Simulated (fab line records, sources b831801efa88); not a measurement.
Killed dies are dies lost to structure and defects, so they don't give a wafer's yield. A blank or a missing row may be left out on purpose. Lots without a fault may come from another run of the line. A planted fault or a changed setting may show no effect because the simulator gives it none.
fab line records | flow sfq_line
record lots=6 wafers=18 last_day=83
route steps=325 shown I3@137 M4@148
lots that met no fault: from a run of the same line without faults
start_h: hours from the record's first day to the start of the lot's first wafer shown | wait_h: hours since the lot's step before | " the same as in the row above | L1.1+2: a row that stands for several wafers | - no value, or no start given | * or withheld: withheld | < > ~ a bound
route shown NAME@n: a module of which the file shows steps, and the number in the route of the first | usual: mean/standard deviation of fault-free wafers | same: alike in all rows | chamber/n: place in a boat | sites: the reading at each site | _std_site: their standard deviation | _edge_site: outer sites' mean less inner sites' | radius_mm: how far each site lies from the wafer's centre | mask NAME#n: copy n | behind: the tool/chamber that last shaped the wafer | hold: why the lot was held/for how many hours/how that ended | device: the transistor (n, p or np) that didn't switch | end of line: the same wafers' tests at the end of the route | a step without rows: its recipe alone | killed: dies lost to structure and defects at the first sort, not the wafer's yield | map: a wafer's dies, x killed, . not, _ none there
set.NAME: the setting as run; set.NAME@STEP: as run at that earlier step | model.NAME: the simulator's own value behind a step, which no gauge read
lots at some steps of the route; a table a step, a row a wafer
services: from which hour (start_h, from the record's first day; less than 0 if before it) a tool's chamber was out of use, for how many hours, and why
## steps
# step SFQ_TRILAYER_I3_VIA_LITHO_COAT_090
# recipe resist=BARC spin_rpm=3000 resist_thk_nm=62
# step SFQ_TRILAYER_I3_VIA_LITHO_COAT_085
# recipe resist=KrF spin_rpm=3000 resist_thk_nm=650
# step SFQ_TRILAYER_I3_VIA_LITHO_SOFTBAKE_089
# recipe temp_c=withheld time_s=withheld resist=KrF
# step SFQ_TRILAYER_I3_VIA_LITHO_EXPOSE_086
# recipe mask_id=I3 na=0.6 source_shape=conventional sigma_outer=0.65 target_cd_nm=500 dose_mj=21.3
# step SFQ_TRILAYER_I3_VIA_LITHO_PEB_088
# recipe peb_temp_c=115 peb_time_s=60 resist=KrF
# step SFQ_TRILAYER_I3_VIA_LITHO_DEVELOP_087
# recipe time_s=60 resist=KrF
# step SFQ_I3_OVL_MEAS_923
# usual I3_OVL=0/5.7
# columns lot.wafer tool chamber start_h wait_h I3_OVL[nm]
L676.1 overlay-02 - 817.57 0.1 -3
L676.3 " - " " -3
L676.4 " - " " -4
L677.2 overlay-01 - 825.98 0.1 15
L677.3 " - " " -1
L677.6 " - " " 10
L688.2 overlay-02 - 981.52 0.1 4
L688.3 " - " " -9
L688.4 " - " " -3
L689.4 overlay-02 - 982.73 0.1 6
L689.5 " - " " 4
L689.6 " - " " 12
L697.3 overlay-01 - 1045.05 0.1 -8
L697.4 " - " " 2
L697.5 " - " " -8
L698.1 overlay-02 - 1049.84 0.1 -3
L698.2 " - " " 1
L698.3 " - " " -3
# step SFQ_TRILAYER_I3_VIA_BARC_OPEN_VIA_ETCH_121
# recipe mask_material=PR chemistry=O2 target_depth_nm=125 target=BARC source_w=500 bias_w=80 pressure_mtorr=30 time_s=41.7
# usual drypump_motor_current_A=5.6/0.43 oes_product_au=0.685/0.0048
# columns lot.wafer tool chamber start_h wait_h drypump_motor_current_A oes_product_au rf_hours_counter_h
L676.1 rie_diel-01 1 817.61 0.0 5.8 0.681 13
L676.3 " 0 " " 5.8 0.685 16
L676.4 " 2 " " 5.7 0.679 38
L677.2 rie_diel-04 1 826.01 0.0 4.9 0.683 11
L677.3 " 3 " " 5.6 0.689 13
L677.6 " 1 " " 4.8 0.681 -
L688.2 rie_diel-02 2 981.55 0.0 5.6 0.687 15
L688.3 " 1 " " 5.1 0.677 8
L688.4 " 2 " " 5.6 0.690 -
L689.4 rie_diel-04 1 982.75 0.0 4.8 0.689 14
L689.5 " 0 " " 6.1 0.683 -
L689.6 " 3 " " 5.6 0.691 -
L697.3 rie_diel-02 2 1045.07 0.0 5.6 0.700 17
L697.4 " 1 " " 5.1 0.694 10
L697.5 " 3 " " 5.3 0.683 -
L698.1 rie_diel-02 2 1049.87 0.0 5.6 0.687 17
L698.2 " 3 " " 5.3 0.675 21
L698.3 " 1 " " 5.1 0.695 10
# step SFQ_TRILAYER_I3_VIA_ETCH_VIA_ETCH_088
# recipe target=SiO2 stop_on=Nb mask_material=PR taper_deg=20 chemistry=CHF3 target_depth_nm=260 source_w=500 bias_w=80 pressure_mtorr=30 time_s=withheld
# usual drypump_motor_current_A=5.6/0.43 oes_product_au=0.855/0.0054
# columns lot.wafer tool chamber start_h wait_h drypump_motor_current_A oes_product_au
L676.1 rie_diel-01 1 817.65 0.0 5.8 0.857
L676.3 " 0 " " 5.9 0.856
L676.4 " 2 " " 5.7 0.850
L677.2 rie_diel-04 1 826.05 0.0 4.8 0.854
L677.3 " 3 " " 5.6 0.843
L677.6 " 1 " " 4.8 0.842
L688.2 rie_diel-02 2 981.59 0.0 5.6 0.865
L688.3 " 1 " " 5.1 0.853
L688.4 " 2 " " 5.6 0.860
L689.4 rie_diel-04 1 982.79 0.0 4.8 0.856
L689.5 " 0 " " 6.1 0.847
L689.6 " 3 " " 5.6 0.850
L697.3 rie_diel-02 2 1045.11 0.0 5.6 0.868
L697.4 " 1 " " 5.1 0.853
L697.5 " 3 " " 5.3 0.853
L698.1 rie_diel-02 2 1049.91 0.0 5.6 0.861
L698.2 " 3 " " 5.3 0.860
L698.3 " 1 " " 5.1 0.856
# step SFQ_TRILAYER_I3_VIA_STRIP_STRIP_089
# recipe gas=O2 power_w=200 platen_temp_c=40 overash_fraction=0.65 chemistry=O2 pressure_mtorr=50
# usual drypump_motor_current_A=5.8/0.47 oes_product_au=0.998/0.0086
# columns lot.wafer tool chamber start_h wait_h drypump_motor_current_A oes_product_au rf_hours_counter_h
L676.1 rie_metal-04 1 817.76 - 5.3 0.999 78
L676.3 " 0 " " 6.2 1.000 -
L676.4 " 1 " " 5.3 1.006 -
L677.2 rie_metal-02 0 826.16 - 6.6 0.988 34
L677.3 " 1 " " 5.9 0.995 -
L677.6 " 1 " " 5.9 0.991 -
L688.2 rie_metal-04 0 981.70 - 6.2 0.991 95
L688.3 " 1 " " 5.3 1.005 -
L688.4 " 0 " " 6.2 0.997 -
L689.4 rie_metal-04 1 983.10 - 5.3 1.002 -
L689.5 " 0 " " 6.2 1.002 -
L689.6 " 1 " " 5.3 1.009 -
L697.3 rie_metal-02 1 1045.43 - 5.9 0.991 -
L697.4 " 0 " " 6.6 0.983 -
L697.5 " 0 " " 6.6 0.988 -
L698.1 rie_metal-02 0 1050.03 - 6.6 0.998 62
L698.2 " 1 " " 6.0 0.999 109
L698.3 " 0 " " 6.6 1.001 -
# step SFQ_TRILAYER_I3_VIA_STRIP_SOLV_CLEAN_090
# recipe chemistry=NMP temp_c=70 time_s=600
# step SFQ_TRILAYER_M4_DEP_PRE_CLEAN_092
# recipe gas=Ar time_s=22.5 bias_v=250
# step SFQ_TRILAYER_M4_DEP_SPUTTER_091
# recipe material=Nb base_pressure_pa=1.33e-06 chamber_pressure_pa=0.1333 substrate_temp_c=20 resputter_cathode_voltage_v=400 target_thk_nm=200 power_w=2000 time_s=133.3
# usual base_pressure_pa=1.32e-06/8.5e-08 cathode_dc_power_W=2000.0/0.37 resputter_cathode_voltage_v=400/3.6 substrate_temp_c=20.00/0.095 throttle_valve_pct=30.0/1.1
# columns lot.wafer tool chamber start_h wait_h base_pressure_pa cathode_dc_power_W resputter_cathode_voltage_v substrate_temp_c throttle_valve_pct
L676.1 pvd_sputter-06 - 818.57 0.0 1.32e-06 1999.5 398 20.15 29.4
L676.3 " - " " 1.35e-06 2000.2 398 20.00 29.4
L676.4 " - " " 1.29e-06 1999.8 401 20.07 29.3
L677.2 pvd_sputter-03 - 826.97 0.0 1.38e-06 1999.8 398 20.00 29.0
L677.3 " - " " 1.43e-06 2000.1 399 19.83 29.1
L677.6 " - " " 1.37e-06 1999.6 398 20.02 31.6
L688.2 pvd_sputter-05 - 982.51 0.0 - - - - -
L688.3 " - " " - - - - -
L688.4 " - " " - - - - -
L689.4 pvd_sputter-03 - 983.71 0.0 - - - - -
L689.5 " - " " - - - - -
L689.6 " - " " - - - - -
L697.3 pvd_sputter-03 - 1046.03 0.0 1.29e-06 1999.4 403 20.05 29.0
L697.4 " - " " 1.23e-06 1999.9 399 19.94 31.4
L697.5 " - " " 1.51e-06 2000.2 400 20.06 30.4
L698.1 pvd_sputter-03 - 1050.83 0.0 1.42e-06 1999.2 402 19.96 31.6
L698.2 " - " " 1.29e-06 2000.8 403 20.06 29.3
L698.3 " - " " 1.29e-06 2000.1 395 19.84 28.8
# step SFQ_M4_RS_MEAS_924
# recipe thk_meas_gauge=four-point-probe reads=Nb_of_TRILAYER_M4_DEP_SPUTTER_091
# usual M4_NB_RS=0.892/0.0074
# columns lot.wafer tool chamber start_h wait_h M4_NB_RS[ohm/sq]
L676.1 film_metro-02 - 818.67 0.0 0.886
L676.3 " - " " 0.896
L676.4 " - " " 0.885
L677.2 film_metro-02 - 827.08 0.1 0.903
L677.3 " - " " 0.912
L677.6 " - " " 0.898
L688.2 film_metro-02 - 982.62 0.1 -
L688.3 " - " " -
L688.4 " - " " -
L689.4 film_metro-01 - 983.86 0.1 -
L689.5 " - " " -
L689.6 " - " " -
L697.3 film_metro-01 - 1046.16 0.1 0.899
L697.4 " - " " 0.902
L697.5 " - " " 0.899
L698.1 film_metro-01 - 1050.92 0.0 0.886
L698.2 " - " " 0.889
L698.3 " - " " 0.891
# step SFQ_TRILAYER_M4_LITHO_COAT_098
# recipe resist=BARC spin_rpm=3000 resist_thk_nm=62
# step SFQ_TRILAYER_M4_LITHO_COAT_093
# recipe resist=KrF spin_rpm=3000 resist_thk_nm=600
# step SFQ_TRILAYER_M4_LITHO_SOFTBAKE_097
# recipe temp_c=withheld time_s=withheld resist=KrF
# step SFQ_TRILAYER_M4_LITHO_EXPOSE_094
# recipe mask_id=M4 na=0.6 source_shape=conventional sigma_outer=0.65 target_cd_nm=500 dose_mj=14.4
# step SFQ_TRILAYER_M4_LITHO_PEB_096
# recipe peb_temp_c=115 peb_time_s=60 resist=KrF
# step SFQ_TRILAYER_M4_LITHO_DEVELOP_095
# recipe time_s=60 resist=KrF
# step SFQ_M4_OVL_MEAS_926
# usual M4_OVL=3/4.7
# columns lot.wafer tool chamber start_h wait_h M4_OVL[nm]
L676.1 overlay-01 - 958.53 0.1 1
L676.3 " - " " 7
L676.4 " - " " 3
L677.2 overlay-01 - 966.42 0.1 1
L677.3 " - " " 4
L677.6 " - " " 5
L688.2 overlay-02 - 1119.29 0.1 3
L688.3 " - " " 10
L688.4 " - " " 6
L689.4 overlay-01 - 1121.70 0.1 -5
L689.5 " - " " 0
L689.6 " - " " 0
L697.3 overlay-01 - 1192.70 0.1 2
L697.4 " - " " -2
L697.5 " - " " 0
L698.1 overlay-01 - 1198.68 0.1 3
L698.2 " - " " 2
L698.3 " - " " 5
# step SFQ_TRILAYER_M4_BARC_OPEN_METAL_ETCH_123
# recipe mask_material=PR chemistry=O2 target_depth_nm=125 target=BARC icp_w=600 bias_w=80 pressure_mtorr=10 time_s=41.7
# usual drypump_motor_current_A=5.6/0.42 oes_product_au=0.685/0.0051
# columns lot.wafer tool chamber start_h wait_h drypump_motor_current_A oes_product_au rf_hours_counter_h
L676.1 rie_metal-04 1 958.57 0.0 5.3 0.695 96
L676.3 " 1 " " 5.3 0.694 -
L676.4 " 0 " " 6.2 0.680 -
L677.2 rie_metal-04 1 966.45 0.0 5.3 0.679 97
L677.3 " 1 " " 5.3 0.680 -
L677.6 " 0 " " 6.2 0.690 -
L688.2 rie_metal-04 1 1119.32 0.0 5.3 0.682 121
L688.3 " 0 " " 6.2 0.685 -
L688.4 " 1 " " 5.3 0.680 -
L689.4 rie_metal-01 0 1121.78 0.1 5.3 0.680 -
L689.5 " 0 " " 5.3 0.678 -
L689.6 " 0 " " 5.3 0.680 -
L697.3 rie_metal-01 0 1192.74 0.0 5.3 0.682 -
L697.4 " 1 " " 5.6 0.687 -
L697.5 " 0 " " 5.3 0.683 -
L698.1 rie_metal-03 0 1198.72 0.0 6.0 0.685 7
L698.2 " 1 " " 5.0 0.679 89
L698.3 " 1 " " 5.0 0.682 -
# step SFQ_TRILAYER_M4_ETCH_METAL_ETCH_096
# recipe target=Nb stop_on=SiO2 mask_material=PR chemistry=Cl2/Ar target_depth_nm=240 icp_w=600 bias_w=80 pressure_mtorr=10 time_s=120
# usual drypump_motor_current_A=5.6/0.42 oes_product_au=0.893/0.0065
# columns lot.wafer tool chamber start_h wait_h drypump_motor_current_A oes_product_au rf_hours_counter_h
L676.1 rie_metal-04 1 958.63 0.0 5.3 0.890 96
L676.3 " 1 " " 5.3 0.890 -
L676.4 " 0 " " 6.2 0.906 -
L677.2 rie_metal-04 1 966.51 0.0 5.3 0.884 97
L677.3 " 1 " " 5.3 0.880 -
L677.6 " 0 " " 6.2 0.882 -
L688.2 rie_metal-04 1 1119.38 0.0 5.3 0.389 121
L688.3 " 0 " " 6.2 0.366 -
L688.4 " 1 " " 5.3 0.381 -
L689.4 rie_metal-01 0 1121.96 0.2 5.3 0.376 -
L689.5 " 0 " " 5.3 0.377 -
L689.6 " 0 " " 5.3 0.379 -
L697.3 rie_metal-01 0 1192.82 0.1 5.3 0.891 -
L697.4 " 1 " " 5.7 0.885 -
L697.5 " 0 " " 5.3 0.898 -
L698.1 rie_metal-03 0 1198.78 0.0 6.0 0.898 7
L698.2 " 1 " " 5.0 0.898 89
L698.3 " 1 " " 5.0 0.888 -
# step SFQ_TRILAYER_M4_STRIP_STRIP_097
# recipe gas=O2 power_w=200 platen_temp_c=40 overash_fraction=0.65 chemistry=O2 pressure_mtorr=50
# usual drypump_motor_current_A=5.6/0.42 oes_product_au=0.999/0.0074
# columns lot.wafer tool chamber start_h wait_h drypump_motor_current_A oes_product_au rf_hours_counter_h
L676.1 rie_metal-04 1 958.75 0.1 5.3 1.009 96
L676.3 " 1 " " 5.3 1.009 -
L676.4 " 0 " " 6.2 0.993 -
L677.2 rie_metal-04 1 966.63 0.1 5.3 1.005 97
L677.3 " 1 " " 5.3 1.001 -
L677.6 " 0 " " 6.2 0.997 -
L688.2 rie_metal-04 1 1119.50 0.1 5.3 1.012 121
L688.3 " 0 " " 6.2 0.998 -
L688.4 " 1 " " 5.3 1.007 -
L689.4 rie_metal-01 0 1122.69 0.7 5.3 0.994 -
L689.5 " 0 " " 5.3 0.999 -
L689.6 " 0 " " 5.3 0.983 -
L697.3 rie_metal-01 0 1193.10 0.2 5.3 1.009 -
L697.4 " 1 " " 5.7 1.002 -
L697.5 " 0 " " 5.3 1.004 -
L698.1 rie_metal-03 0 1198.90 0.1 6.0 1.011 7
L698.2 " 1 " " 5.0 1.001 90
L698.3 " 1 " " 5.0 0.999 -
## services
# columns tool chamber start_h hours kind
rie_diel-04 - 818.96 0.2 repair
rie_diel-04 0 837.82 5.7 repair
pvd_sputter-03 - 839.42 13.2 repair
rie_diel-02 0 860.31 4.4 repair
rie_diel-04 - 866.32 2.8 pm
rie_diel-04 - 930.64 0.7 repair
rie_diel-04 3 932.66 8.8 repair
rie_diel-04 1 936.45 9.8 repair
rie_metal-04 - 954.34 0.5 repair
rie_diel-04 0 968.58 8.1 repair
pvd_sputter-03 - 968.75 3.4 repair
rie_metal-04 - 969.99 4.4 repair
rie_diel-02 3 977.38 5.6 repair
rie_metal-04 0 985.08 21.4 repair
rie_diel-02 2 988.02 7.2 repair
rie_diel-04 0 1034.08 5.0 repair
rie_diel-04 - 1054.01 2.2 repair
rie_diel-02 - 1058.33 0.7 repair
rie_metal-01 1 1072.21 14.3 repair
rie_metal-01 - 1101.60 1.4 pm
rie_metal-01 1 1114.51 17.4 repair
rie_diel-02 3 1137.98 2.3 repair
rie_diel-04 2 1140.22 7.0 repair
rie_diel-02 3 1152.37 1.6 repair
## key
first_sign step=SFQ_TRILAYER_M4_DEP_SPUTTER_091 reading=tool_record direction=missing
effect step=SFQ_M4_RS_MEAS_924 reading=M4_NB_RS direction=missing
effect step=SFQ_TRILAYER_M4_ETCH_METAL_ETCH_096 reading=oes_product_au direction=down sigmas=79 usual=0.893 struck=0.378
met_at SFQ_TRILAYER_M4_DEP_SPUTTER_091
struck_wafers L688.2,L688.3,L688.4,L689.4,L689.5,L689.6
onset_between 826.97 982.51
fault kind=skipped_step_whole tool=pvd_sputter-03,pvd_sputter-05 chamber=- onset_h=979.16 steps=SFQ_TRILAYER_M4_DEP_SPUTTER_091 scope=struck_lots_only
